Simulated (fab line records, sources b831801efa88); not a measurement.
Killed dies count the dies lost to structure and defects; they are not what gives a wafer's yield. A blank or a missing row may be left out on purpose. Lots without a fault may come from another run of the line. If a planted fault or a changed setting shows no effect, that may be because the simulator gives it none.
fab line records | flow gf180mcu | part 1 of 2: steps 1 to 28 of 37
[record] lots = 5 wafers = 15 last_day = 33
route steps=602 shown STI@23 DNWELL@32 NWELL@42 LVPWELL@54
lots with no fault: from the same line, run without faults
start_h: hours from the record's first day to the start of the lot's first wafer shown | wait_h: how many hours have passed since the lot's step before this one | " the same as in the row above | L1.1+2: a single row standing in for several wafers | - no value present, or no start provided | * or withheld: withheld | < > ~ a bound
route shown NAME@n: a module of which the file shows steps, and the number in the route of the first | usual: mean and standard deviation over wafers with no fault | same: alike in all rows | chamber/n: place in a boat | sites: each site's reading | _std_site: their standard deviation | _edge_site: outer sites' mean less inner sites' | radius_mm: for every site, how far away it sits from the centre of the wafer | mask NAME#n: copy n | behind: the tool/chamber that last shaped the wafer | hold: cause of the lot's hold/its duration in hours/its outcome | device: names the non-switching transistor (n, p or np) | end of line: the same wafers' tests at the end of the route | for a step that has no rows: nothing shown but its recipe | killed: the dies lost at the first sort to structure and to defects; this is not the yield of the wafer | map: shows each die of a wafer: x if killed, . if not, _ if none is there
set.NAME: the setting the step ran with; set.NAME@STEP: the setting that earlier step ran with | model.NAME: the simulator's own value behind a step, which no gauge read
lots at some steps of the route; a table a step, a row a wafer
services: from which hour (start_h, from the record's first day; less than 0 if before it) a tool's chamber was out of use, for how many hours, and why
[[steps]]
[step GF_STI_THK_MEAS_22]
[recipe] reads = SiO2_of_STI_OXIDATION_21
[usual] STI_OXIDATION_01_THK = 15.06/0.23
// columns lot.wafer tool chamber start_h wait_h STI_OXIDATION_01_THK[nm]
L074.1 film_metro-04 - 30.47 0.0 14.97
L074.2 " - " " 14.99
L074.4 " - " " 15.06
L075.3 film_metro-01 - 43.15 0.0 15.19
L075.4 " - " " 15.17
L075.6 " - " " 15.24
L090.1 film_metro-01 - 110.57 0.0 14.98
L090.5 " - " " 15.23
L090.6 " - " " 15.15
L092.1 film_metro-01 - 120.82 0.0 14.56
L092.3 " - " " 14.73
L092.4 " - " " 14.66
L093.2 film_metro-04 - 127.92 0.0 15.05
L093.4 " - " " 14.77
L093.5 " - " " 14.85
[step GF_STI_CVD_23]
[recipe] material = SiO2 target_thk_nm = 650 sigma_open_frac = 0.3 time_s = 108.3 temp_c = 600 sih4_flow_sccm = 60 pressure_mtorr = 6
// columns lot.wafer tool chamber start_h wait_h
L074.1+2+4 hdpcvd-02 1,2,1 30.53 0.1
L075.3+4+6 hdpcvd-02 1,2,1 43.19 0.0
L090.1+5+6 hdpcvd-01 0,1,0 110.63 0.1
L092.1+3+4 hdpcvd-02 2,0,2 120.88 0.1
L093.2+4+5 hdpcvd-02 2,0,2 127.97 0.0
[step GF_STI_THK_MEAS_24]
[recipe] reads = SiO2_of_STI_CVD_23
[usual] STI_CVD_23_THK = 649/9.7
// columns lot.wafer tool chamber start_h wait_h STI_CVD_23_THK[nm]
L074.1 film_metro-04 - 30.61 0.0 668
L074.2 " - " " 641
L074.4 " - " " 664
L075.3 film_metro-03 - 43.29 0.1 668
L075.4 " - " " 647
L075.6 " - " " 666
L090.1 film_metro-03 - 110.71 0.0 650
L090.5 " - " " 639
L090.6 " - " " 648
L092.1 film_metro-03 - 121.00 0.1 641
L092.3 " - " " 645
L092.4 " - " " 642
L093.2 film_metro-01 - 128.09 0.1 642
L093.4 " - " " 645
L093.5 " - " " 639
[step GF_STI_CMP_25]
[recipe] stop_on = Si3N4 t_overpolish_s = 33 down_force_psi = 4 platen_rpm = 60 target_thk_nm = 524.6 pad_velocity_m_s = 0.94248
[usual] motor_current_A = 13.2/2 overpolish_run_s = 33.001/0.0087 retaining_ring_pressure_frac = 1.000/0.0052 time_to_endpoint_s = 126/5.4
// columns lot.wafer tool chamber start_h wait_h motor_current_A overpolish_run_s retaining_ring_pressure_frac time_to_endpoint_s
L074.4 cmp-02 2 30.70 0.1 16.7 33.006 1.000 136
L074.2 " 3 " " 14.7 33.014 1.007 125
L074.1 " 0 " " 13.9 33.003 0.997 135
L075.4 cmp-02 1 43.43 0.1 9.7 32.998 0.994 123
L075.3 " 2 " " 15.8 32.999 0.999 133
L075.6 " 0 " " 14.6 32.993 0.998 142
L090.1 cmp-02 2 110.87 0.1 15.3 32.999 1.002 128
L090.5 " 0 " " 14.2 32.995 1.000 131
L090.6 " 1 " " 9.6 32.994 0.999 123
L092.3 cmp-01 3 121.06 0.0 13.0 33.007 1.000 124
L092.4 " 0 " " 11.8 32.996 0.989 119
L092.1 " 1 " " 12.9 33.016 0.995 129
L093.4 cmp-02 3 128.14 0.0 15.2 32.997 1.002 125
L093.2 " 0 " " 13.2 33.000 0.994 131
L093.5 " 3 " " 14.9 32.997 1.003 123
[step GF_STI_WET_ETCH_26]
[recipe] chemistry = dHF target_depth_nm = 94 target = SiO2 temp_c = 25 dilution = 10:1 time_s = 188
// columns lot.wafer tool chamber start_h wait_h
L074.1+2+4 wet_bench-01 3 31.00 0.1
L075.3+4+6 wet_bench-01 2 43.63 0.1
L090.1+5+6 wet_bench-03 1 111.07 0.1
L092.1+3+4 wet_bench-04 0 121.36 0.1
L093.2+4+5 wet_bench-04 3 128.44 0.2
[step GF_STI_WET_ETCH_27]
[recipe] chemistry = H3PO4 target_depth_nm = 160 target = Si3N4 temp_c = 160 time_s = 1825
// columns lot.wafer tool chamber start_h wait_h
L074.1+2+4 wet_bench-01 3 31.06 0.0
L075.3+4+6 wet_bench-04 3 43.69 0.0
L090.1+5+6 wet_bench-04 1 111.13 0.0
L092.1+3+4 wet_bench-03 2 121.42 0.0
L093.2+4+5 wet_bench-01 0 128.50 0.0
[step GF_STI_WET_ETCH_28]
[recipe] chemistry = dHF target_depth_nm = 20 dry = ipa_marangoni target = SiO2 temp_c = 25 dilution = 10:1 time_s = 40
// columns lot.wafer tool chamber start_h wait_h
L074.1+2+4 wet_bench-04 3 31.58 0.0
L075.3+4+6 wet_bench-03 3 44.72 0.0
L090.1+5+6 wet_bench-01 1 111.64 0.0
L092.1+3+4 wet_bench-01 2 121.93 0.0
L093.2+4+5 wet_bench-04 1 129.07 0.0
[step GF_STI_OXIDATION_29]
[recipe] temp_c = 900 ambient = O2 stabilise_s = 600 purge_s = 300 target_thk_a = 100 ox_time_s = 1418
[usual] zone_power_centre_pct = 19.5/0.71
// columns lot.wafer tool chamber start_h wait_h zone_power_centre_pct
L074.1 furnace-01 0 39.01 7.4 20.3
L074.2 " 0 " " 20.1
L074.4 " 0 " " 20.5
L075.3 furnace-01 0 46.35 1.6 20.2
L075.4 " 0 " " 20.6
L075.6 " 0 " " 20.1
L090.1 furnace-02 0 111.66 0.0 18.8
L090.5 " 0 " " 18.7
L090.6 " 0 " " 19.0
L092.1 furnace-02 0 121.95 0.0 18.8
L092.3 " 0 " " 18.6
L092.4 " 0 " " 19.1
L093.2 furnace-02 0 129.09 0.0 18.9
L093.4 " 0 " " 18.9
L093.5 " 0 " " 18.7
[step GF_STI_THK_MEAS_30]
[recipe] reads = SiO2_of_STI_OXIDATION_29
[usual] STI_OXIDATION_02_THK = 9.99/0.21
// columns lot.wafer tool chamber start_h wait_h STI_OXIDATION_02_THK[nm]
L074.1 film_metro-04 - 40.40 0.0 9.96
L074.2 " - " " 9.93
L074.4 " - " " 9.89
L075.3 film_metro-04 - 47.76 0.0 9.96
L075.4 " - " " 10.04
L075.6 " - " " 9.92
L090.1 film_metro-04 - 113.05 0.0 9.92
L090.5 " - " " 9.95
L090.6 " - " " 9.87
L092.1 film_metro-03 - 123.34 0.0 9.89
L092.3 " - " " 9.99
L092.4 " - " " 9.92
L093.2 film_metro-04 - 130.49 0.0 9.34
L093.4 " - " " 9.56
L093.5 " - " " 9.33
[step GF_DNWELL_DEHYDRATE_00]
[recipe] temp_c = 200 time_s = 60
[usual] chill_plate_temp_C = 23.00/0.11
// columns lot.wafer tool chamber start_h wait_h chill_plate_temp_C
L074.1 litho_track-04 0 45.32 4.9 23.05
L074.2 " 0 " " 22.96
L074.4 " 0 " " 23.02
L075.3 litho_track-02 0 53.23 5.5 23.24
L075.4 " 0 " " 23.00
L075.6 " 0 " " 22.90
L090.1 litho_track-04 0 118.77 5.7 23.00
L090.5 " 0 " " 23.07
L090.6 " 0 " " 23.13
L092.1 litho_track-04 0 130.07 6.7 23.11
L092.3 " 0 " " 22.98
L092.4 " 0 " " 23.02
L093.2 litho_track-04 0 137.19 6.7 23.17
L093.4 " 0 " " 23.04
L093.5 " 0 " " 23.07
[step GF_DNWELL_HMDS_01]
[recipe] prime_time_s = 60 prime_temp_c = 120
[usual] chill_plate_temp_C = 23.02/0.1
// columns lot.wafer tool chamber start_h wait_h chill_plate_temp_C
L074.1 litho_track-04 0 45.47 0.1 23.10
L074.2 " 0 " " 22.94
L074.4 " 0 " " 23.11
L075.3 litho_track-02 0 53.38 0.1 23.05
L075.4 " 0 " " 23.20
L075.6 " 0 " " 23.07
L090.1 litho_track-04 0 118.92 0.1 23.12
L090.5 " 0 " " 23.17
L090.6 " 0 " " 23.15
L092.1 litho_track-04 0 130.22 0.1 22.99
L092.3 " 0 " " 23.13
L092.4 " 0 " " 23.00
L093.2 litho_track-04 0 137.34 0.1 22.95
L093.4 " 0 " " 23.03
L093.5 " 0 " " 23.03
[step GF_DNWELL_COAT_02]
[recipe] spin_rpm = 2000 resist_thk_nm = 3000
[usual] chill_plate_temp_C = 23.00/0.12
// columns lot.wafer tool chamber start_h wait_h chill_plate_temp_C
L074.1 litho_track-04 0 45.62 0.1 23.00
L074.2 " 0 " " 23.06
L074.4 " 0 " " 23.06
L075.3 litho_track-02 0 53.53 0.1 23.00
L075.4 " 0 " " 22.93
L075.6 " 0 " " 23.03
L090.1 litho_track-04 0 119.07 0.1 22.81
L090.5 " 0 " " 22.82
L090.6 " 0 " " 22.75
L092.1 litho_track-04 0 130.37 0.1 22.99
L092.3 " 0 " " 23.13
L092.4 " 0 " " 23.10
L093.2 litho_track-04 0 137.49 0.1 23.10
L093.4 " 0 " " 23.08
L093.5 " 0 " " 22.95
[step GF_DNWELL_SOFTBAKE_03]
[recipe] temp_c = 110 time_s = withheld
[usual] chill_plate_temp_C = 22.99/0.13
// columns lot.wafer tool chamber start_h wait_h chill_plate_temp_C
L074.1 litho_track-04 0 45.77 0.1 22.91
L074.2 " 0 " " 22.84
L074.4 " 0 " " 22.97
L075.3 litho_track-02 0 53.69 0.1 23.06
L075.4 " 0 " " 22.83
L075.6 " 0 " " 22.93
L090.1 litho_track-04 0 119.22 0.1 23.13
L090.5 " 0 " " 23.24
L090.6 " 0 " " 23.08
L092.1 litho_track-04 0 130.52 0.1 22.82
L092.3 " 0 " " 23.03
L092.4 " 0 " " 23.11
L093.2 litho_track-04 0 137.65 0.1 23.12
L093.4 " 0 " " 23.11
L093.5 " 0 " " 23.17
[step GF_DNWELL_EXPOSE_04]
[recipe] mask_id = DNWELL target_cd_nm = 1700 na = 0.6 source_shape = conventional sigma_outer = 0.6 dose_mj = 260
[usual] stage_vel_mm_s = 499.98/0.25
// columns lot.wafer tool chamber start_h wait_h mask stage_vel_mm_s
L074.1 iline_stepper-01 0 - - DNWELL#0 499.83
L074.2 " 0 " " DNWELL#0 500.15
L074.4 " 0 " " DNWELL#0 499.73
L075.3 iline_stepper-01 0 - - DNWELL#0 499.89
L075.4 " 0 " " DNWELL#0 499.57
L075.6 " 0 " " DNWELL#0 500.25
L090.1 iline_stepper-01 0 - - DNWELL#0 499.81
L090.5 " 0 " " DNWELL#0 499.99
L090.6 " 0 " " DNWELL#0 499.91
L092.1 iline_stepper-02 0 - - DNWELL#0 500.09
L092.3 " 0 " " DNWELL#0 499.87
L092.4 " 0 " " DNWELL#0 500.18
L093.2 iline_stepper-01 0 - - DNWELL#0 499.97
L093.4 " 0 " " DNWELL#0 500.02
L093.5 " 0 " " DNWELL#0 500.44
[step GF_DNWELL_PEB_05]
[recipe] temp_c = 115 time_s = withheld
[usual] chill_plate_temp_C = 23.00/0.098
// columns lot.wafer tool chamber start_h wait_h chill_plate_temp_C
L074.1 litho_track-04 0 - - 22.85
L074.2 " 0 " " 22.89
L074.4 " 0 " " 22.90
L075.3 litho_track-02 0 - - 23.09
L075.4 " 0 " " 23.05
L075.6 " 0 " " 23.08
L090.1 litho_track-04 0 - - 23.22
L090.5 " 0 " " 22.91
L090.6 " 0 " " 23.19
L092.1 litho_track-03 0 - - 22.99
L092.3 " 0 " " 22.93
L092.4 " 0 " " 22.95
L093.2 litho_track-04 0 - - 23.05
L093.4 " 0 " " 22.85
L093.5 " 0 " " 22.92
[step GF_DNWELL_DEVELOP_06]
[recipe] wall_angle_deg = 90 develop_time_s = 60 dev_temp_c = 23
[usual] chill_plate_temp_C = 23.00/0.11
// columns lot.wafer tool chamber start_h wait_h chill_plate_temp_C
L074.1 litho_track-04 0 - - 23.10
L074.2 " 0 " " 23.08
L074.4 " 0 " " 22.97
L075.3 litho_track-02 0 - - 23.10
L075.4 " 0 " " 23.04
L075.6 " 0 " " 23.18
L090.1 litho_track-04 0 - - 22.89
L090.5 " 0 " " 22.98
L090.6 " 0 " " 22.86
L092.1 litho_track-03 0 - - 23.00
L092.3 " 0 " " 22.88
L092.4 " 0 " " 23.25
L093.2 litho_track-04 0 - - 23.07
L093.4 " 0 " " 23.07
L093.5 " 0 " " 22.97
[step GF_DNWELL_IMPLANT_07]
[recipe] species = P energy_kev = 1500 dose_cm2 = 1e+13 tilt_deg = 0
// columns lot.wafer tool chamber start_h wait_h
L074.1+2+4 implanter-03 0 51.17 -
L075.3+4+6 implanter-02 0 60.08 -
L090.1+5+6 implanter-04 0 126.92 -
L092.1+3+4 implanter-03 0 137.98 -
L093.2+4+5 implanter-03 0 145.39 -
[step GF_DNWELL_STRIP_08]
[recipe] chemistry = O2/N2 power_w = 1400 pressure_mtorr = 1500 platen_temp_c = 250 o2_flow_sccm = 3000 n2_flow_sccm = 300 overash_fraction = 0.5
[usual] drypump_motor_current_A = 5.8/0.43 heater_power_w = 332/39 oes_product_au = 0.723/0.005 strip_time_to_endpoint_s = 36.96/0.1
// columns lot.wafer tool chamber start_h wait_h drypump_motor_current_A heater_power_w oes_product_au rf_hours_counter_h strip_time_to_endpoint_s
L074.1 plasma_asher-01 1 51.32 0.1 5.7 394 0.721 42 36.93
L074.2 " 0 " " 5.6 330 0.724 42 36.95
L074.4 " 0 " " 5.7 330 0.719 - 37.02
L075.3 plasma_asher-01 0 60.21 0.1 5.7 325 0.717 - 36.91
L075.4 " 1 " " 5.6 388 0.723 - 36.89
L075.6 " 0 " " 5.7 326 0.717 - 36.88
L090.1 plasma_asher-03 0 127.07 0.1 5.5 295 0.725 1 36.99
L090.5 " 0 " " 5.5 292 0.729 - 36.99
L090.6 " 1 " " 6.6 304 0.725 - 37.16
L092.1 plasma_asher-01 1 138.13 0.1 5.6 394 0.726 54 37.08
L092.3 " 0 " " 5.6 340 0.725 - 37.13
L092.4 " 1 " " 5.6 394 0.731 - 36.99
L093.2 plasma_asher-03 0 145.52 0.1 5.5 292 0.724 2 37.06
L093.4 " 0 " " 5.5 298 0.720 - 37.07
L093.5 " 1 " " 6.6 300 0.722 - 37.05
[step GF_DNWELL_TW_MEAS_09]
[usual] DNWELL_TW = 1347/17
// columns lot.wafer tool chamber start_h wait_h DNWELL_TW
L074.1 film_metro-03 - 51.42 0.1 1331
L074.2 " - " " 1335
L074.4 " - " " 1333
L075.3 film_metro-02 - 60.30 0.1 1360
L075.4 " - " " 1367
L075.6 " - " " 1364
L090.1 film_metro-03 - 127.17 0.1 1327
L090.5 " - " " 1331
L090.6 " - " " 1332
L092.1 film_metro-01 - 138.23 0.1 1333
L092.3 " - " " 1337
L092.4 " - " " 1341
L093.2 film_metro-02 - 145.63 0.1 1368
L093.4 " - " " 1376
L093.5 " - " " 1370
[step GF_NWELL_DEHYDRATE_00]
[recipe] temp_c = 200 time_s = 60
[usual] chill_plate_temp_C = 23.00/0.11
// columns lot.wafer tool chamber start_h wait_h chill_plate_temp_C
L074.1 litho_track-03 0 57.13 5.7 22.90
L074.2 " 0 " " 22.94
L074.4 " 0 " " 22.90
L075.3 litho_track-01 0 66.67 6.4 23.07
L075.4 " 0 " " 23.03
L075.6 " 0 " " 23.00
L090.1 litho_track-03 0 134.28 7.1 23.14
L090.5 " 0 " " 23.03
L090.6 " 0 " " 23.07
L092.1 litho_track-03 0 145.53 7.3 23.12
L092.3 " 0 " " 23.05
L092.4 " 0 " " 22.84
L093.2 litho_track-02 0 152.65 7.0 23.06
L093.4 " 0 " " 23.06
L093.5 " 0 " " 22.79
[step GF_NWELL_HMDS_01]
[recipe] prime_time_s = 60 prime_temp_c = 120
[usual] chill_plate_temp_C = 22.98/0.12
// columns lot.wafer tool chamber start_h wait_h chill_plate_temp_C
L074.1 litho_track-03 0 57.28 0.1 23.02
L074.2 " 0 " " 23.13
L074.4 " 0 " " 23.07
L075.3 litho_track-01 0 66.82 0.1 22.85
L075.4 " 0 " " 22.81
L075.6 " 0 " " 22.80
L090.1 litho_track-03 0 134.43 0.1 22.81
L090.5 " 0 " " 22.77
L090.6 " 0 " " 22.96
L092.1 litho_track-03 0 145.68 0.1 23.20
L092.3 " 0 " " 22.96
L092.4 " 0 " " 22.99
L093.2 litho_track-02 0 152.80 0.1 22.86
L093.4 " 0 " " 22.98
L093.5 " 0 " " 22.90
[step GF_NWELL_COAT_02]
[recipe] spin_rpm = 2000 resist_thk_nm = 3000
[usual] chill_plate_temp_C = 23.00/0.11
// columns lot.wafer tool chamber start_h wait_h chill_plate_temp_C
L074.1 litho_track-03 0 57.43 0.1 23.18
L074.2 " 0 " " 23.22
L074.4 " 0 " " 22.98
L075.3 litho_track-01 0 66.97 0.1 22.88
L075.4 " 0 " " 22.93
L075.6 " 0 " " 23.09
L090.1 litho_track-03 0 134.58 0.1 22.97
L090.5 " 0 " " 23.04
L090.6 " 0 " " 23.06
L092.1 litho_track-03 0 145.83 0.1 23.03
L092.3 " 0 " " 22.97
L092.4 " 0 " " 22.97
L093.2 litho_track-02 0 152.95 0.1 22.95
L093.4 " 0 " " 22.87
L093.5 " 0 " " 22.98
[step GF_NWELL_SOFTBAKE_03]
[recipe] temp_c = 110 time_s = withheld
[usual] chill_plate_temp_C = 22.99/0.099
// columns lot.wafer tool chamber start_h wait_h chill_plate_temp_C
L074.1 litho_track-03 0 57.58 0.1 22.88
L074.2 " 0 " " 22.95
L074.4 " 0 " " 23.06
L075.3 litho_track-01 0 67.14 0.1 23.02
L075.4 " 0 " " 22.87
L075.6 " 0 " " 23.01
L090.1 litho_track-03 0 134.73 0.1 23.02
L090.5 " 0 " " 22.83
L090.6 " 0 " " 22.85
L092.1 litho_track-03 0 145.98 0.1 23.27
L092.3 " 0 " " 23.09
L092.4 " 0 " " 23.14
L093.2 litho_track-02 0 153.11 0.1 22.90
L093.4 " 0 " " 22.91
L093.5 " 0 " " 22.89
[step GF_NWELL_EXPOSE_04]
[recipe] mask_id = Nwell target_cd_nm = 860 na = 0.6 source_shape = conventional sigma_outer = 0.6 dose_mj = 260
[usual] stage_vel_mm_s = 500.06/0.27
// columns lot.wafer tool chamber start_h wait_h mask stage_vel_mm_s
L074.1 iline_stepper-01 0 - - Nwell#0 499.39
L074.2 " 0 " " Nwell#0 499.54
L074.4 " 0 " " Nwell#0 499.43
L075.3 iline_stepper-01 0 - - Nwell#0 499.93
L075.4 " 0 " " Nwell#0 500.09
L075.6 " 0 " " Nwell#0 500.12
L090.1 iline_stepper-01 0 - - Nwell#0 499.86
L090.5 " 0 " " Nwell#0 499.62
L090.6 " 0 " " Nwell#0 500.02
L092.1 iline_stepper-02 0 - - Nwell#0 500.25
L092.3 " 0 " " Nwell#0 499.93
L092.4 " 0 " " Nwell#0 499.96
L093.2 iline_stepper-02 0 - - Nwell#0 500.04
L093.4 " 0 " " Nwell#0 500.08
L093.5 " 0 " " Nwell#0 500.14
[step GF_NWELL_PEB_05]
[recipe] temp_c = 115 time_s = withheld
[usual] chill_plate_temp_C = 22.98/0.12
// columns lot.wafer tool chamber start_h wait_h chill_plate_temp_C
L074.1 litho_track-01 0 - - 22.82
L074.2 " 0 " " 23.00
L074.4 " 0 " " 23.02
L075.3 litho_track-01 0 - - 23.00
L075.4 " 0 " " 23.02
L075.6 " 0 " " 23.07
L090.1 litho_track-02 0 - - 22.82
L090.5 " 0 " " 23.03
L090.6 " 0 " " 22.96
L092.1 litho_track-03 0 - - 23.02
L092.3 " 0 " " 22.90
L092.4 " 0 " " 23.05
L093.2 litho_track-01 0 - - 23.05
L093.4 " 0 " " 23.03
L093.5 " 0 " " 23.06
[step GF_NWELL_DEVELOP_06]
[recipe] wall_angle_deg = 90 develop_time_s = 60 dev_temp_c = 23
[usual] chill_plate_temp_C = 23.01/0.11
// columns lot.wafer tool chamber start_h wait_h chill_plate_temp_C
L074.1 litho_track-01 0 - - 22.98
L074.2 " 0 " " 23.21
L074.4 " 0 " " 22.99
L075.3 litho_track-01 0 - - 22.95
L075.4 " 0 " " 22.98
L075.6 " 0 " " 22.85
L090.1 litho_track-02 0 - - 23.28
L090.5 " 0 " " 23.34
L090.6 " 0 " " 23.04
L092.1 litho_track-03 0 - - 23.16
L092.3 " 0 " " 23.12
L092.4 " 0 " " 23.02
L093.2 litho_track-01 0 - - 23.11
L093.4 " 0 " " 23.13
L093.5 " 0 " " 22.83
[step GF_NWELL_OVL_MEAS_07]
[usual] NWELL_OVL = 0.1/1.2
// columns lot.wafer tool chamber start_h wait_h NWELL_OVL[nm]
L074.1 overlay-01 - 64.72 - 1.4
L074.2 " - " " 2.6
L074.4 " - " " 0.9
L075.3 overlay-01 - 73.48 - 1.0
L075.4 " - " " 0.5
L075.6 " - " " 1.4
L090.1 overlay-02 - 141.73 - -1.1
L090.5 " - " " 0.6
L090.6 " - " " 1.2
L092.1 overlay-01 - 153.48 - -0.4
L092.3 " - " " -1.7
L092.4 " - " " -1.6
L093.2 overlay-01 - 161.07 - -1.8
L093.4 " - " " 0.0
L093.5 " - " " -0.3
[step GF_NWELL_IMPLANT_08]
[recipe] species = P energy_kev = 450 dose_cm2 = 1.5e+13 tilt_deg = 0
// columns lot.wafer tool chamber start_h wait_h
L074.1+2+4 implanter-02 0 64.76 0.0
L075.3+4+6 implanter-02 0 73.56 0.1
L090.1+5+6 implanter-04 0 141.76 0.0
L092.1+3+4 implanter-02 0 153.59 0.1
L093.2+4+5 implanter-04 0 161.13 0.0
